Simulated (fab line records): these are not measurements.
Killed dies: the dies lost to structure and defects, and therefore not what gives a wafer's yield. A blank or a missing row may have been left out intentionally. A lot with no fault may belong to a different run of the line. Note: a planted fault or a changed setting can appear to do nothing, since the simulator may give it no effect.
Struck lot and sound lot, side by side	flow sfqLine	24 steps out of a route of 325
Sound: these wafers, L279.1, L279.4, L279.6. Struck: wafer L284.4; the same lot's L284.5 was not struck, so it is left out; see the end for the cause.
Order at every step that has rows: each side's tool, ch and its chambers, its first start. Under that, the readings that differ: sound wafers	struck wafers	difference of the means	sigmas: that difference in standard deviations of wafers without a fault.
alike: a reading whose means differ by less than 2 such deviations, as well as words and numbers matching on both sides. not compared: withheld readings; readings where some wafer has no value; bounds like >300 that might hide an equal value; numbers whose values overlap and for which the record gives no deviation.
The two part at a step that has a row with sigmas, a row that says differs or no value, or rows on one side only. When numbers do not overlap yet have no deviation, they are printed without sigmas and do not part them. A reading that every wafer of one side lacks parts them only if that side has two wafers or more.

first, 6 steps without rows for these wafers: SFQ_TRILAYER_I2_VIA_LITHO_COAT_072 (resist thk 62 nm); SFQ_TRILAYER_I2_VIA_LITHO_COAT_067 (resist thk 650 nm); SFQ_TRILAYER_I2_VIA_LITHO_SOFTBAKE_071; SFQ_TRILAYER_I2_VIA_LITHO_EXPOSE_068 (exposes mask I2, target cd 500 nm); SFQ_TRILAYER_I2_VIA_LITHO_PEB_070 (peb time 60 s); SFQ_TRILAYER_I2_VIA_LITHO_DEVELOP_069 (time 60 s).
SFQ_I2_OVL_MEAS_918:
  sound: overlay-01 at day 23 07:52; struck: overlay-02 at day 24 07:47
  alike: I2_OVL
SFQ_TRILAYER_I2_VIA_BARC_OPEN_VIA_ETCH_096: etches BARC in O2, target depth 125 nm, time 41.7 s.
  sound on rieDiel-04 ch 1,2,3, day 23 07:53; struck on rieDiel-03 ch 2, day 24 07:48
  alike: drypumpMotorCurrentA, oesProductAu
  not compared: rfHoursCounterH
SFQ_TRILAYER_I2_VIA_ETCH_VIA_ETCH_070: etches SiO2 in CHF3, stops on Nb, target depth 260 nm.
  sound on rieDiel-04 ch 1,2,3, day 23 07:56; struck on rieDiel-03 ch 2, day 24 07:50
  alike: drypumpMotorCurrentA, oesProductAu
SFQ_TRILAYER_I2_VIA_STRIP_STRIP_071: strips in O2.
  sound on rieMetal-02 ch 0,1, day 23 08:02; struck on rieMetal-02 ch 1, day 24 08:21
  alike: drypumpMotorCurrentA, oesProductAu
  not compared: rfHoursCounterH
then, 2 steps without rows for these wafers: SFQ_TRILAYER_I2_VIA_STRIP_SOLV_CLEAN_072 (cleans in NMP, time 600 s); SFQ_TRILAYER_M3_DEP_PRE_CLEAN_074 (time 22.5 s).
SFQ_TRILAYER_M3_DEP_SPUTTER_073: material Nb, target thk 200 nm, time 133.3 s.
  sound: pvdSputter-03 at day 23 08:51; struck: pvdSputter-03 at day 24 09:09
reading	sound	struck	difference	sigmas
model.Nb_of_TRILAYER_M3_DEP_SPUTTER_073.thkNm (nm)	198.9 204.7 201.5	168.6	-33.1	
  alike: throttleValvePct
SFQ_M3_RS_MEAS_919: uses a four-point probe to measure.
  sound: filmMetro-03 at day 23 08:56; struck: filmMetro-03 at day 24 09:19
reading	sound	struck	difference	sigmas
M3_NB_RS (ohm/sq)	0.893 0.868 0.881	1.055	+0.174	+17
then, 6 steps without rows for these wafers: SFQ_TRILAYER_M3_LITHO_COAT_080 (resist thk 62 nm); SFQ_TRILAYER_M3_LITHO_COAT_075 (resist thk 600 nm); SFQ_TRILAYER_M3_LITHO_SOFTBAKE_079; SFQ_TRILAYER_M3_LITHO_EXPOSE_076 (exposes mask M3, target cd 500 nm); SFQ_TRILAYER_M3_LITHO_PEB_078 (peb time 60 s); SFQ_TRILAYER_M3_LITHO_DEVELOP_077 (time 60 s).
-- the record jumps here: 5 days lie between the struck wafers' starts before and after --
SFQ_M3_OVL_MEAS_921:
  sound: overlay-02 at day 28 03:42; struck: overlay-01 at day 29 04:34
  alike: M3_OVL
SFQ_TRILAYER_M3_BARC_OPEN_METAL_ETCH_100: etches BARC in O2, target depth 125 nm, time 41.7 s.
  sound on rieMetal-04 ch 0, day 28 03:44; struck on rieMetal-03 ch 0, day 29 04:37
reading	sound	struck	difference	sigmas
drypumpMotorCurrentA (A)	6.0 6.0 6.0	5.1	-0.9	-2
  alike: oesProductAu
  not compared: rfHoursCounterH
SFQ_TRILAYER_M3_ETCH_METAL_ETCH_078: etches Nb in Cl2/Ar, stops on SiO2, target depth 240 nm, time 120 s.
  sound on rieMetal-04 ch 0, day 28 03:48; struck on rieMetal-03 ch 0, day 29 04:41
reading	sound	struck	difference	sigmas
drypumpMotorCurrentA (A)	6.0 6.0 6.0	5.1	-0.9	-2
oesProductAu (a.u.)	0.890 0.908 0.892	0.818	-0.079	-10
  not compared: rfHoursCounterH
SFQ_TRILAYER_M3_STRIP_STRIP_079: strips in O2.
  sound on rieMetal-04 ch 0, day 28 03:55; struck on rieMetal-03 ch 0, day 29 04:58
reading	sound	struck	difference	sigmas
drypumpMotorCurrentA (A)	6.0 6.0 6.0	5.1	-0.9	-2
  alike: oesProductAu
  not compared: rfHoursCounterH

== WHERE THEY PART ==
Last at SFQ_TRILAYER_M3_STRIP_STRIP_079 as far as this record goes, first at SFQ_M3_RS_MEAS_919.

WHY: the cause the simulator had injected
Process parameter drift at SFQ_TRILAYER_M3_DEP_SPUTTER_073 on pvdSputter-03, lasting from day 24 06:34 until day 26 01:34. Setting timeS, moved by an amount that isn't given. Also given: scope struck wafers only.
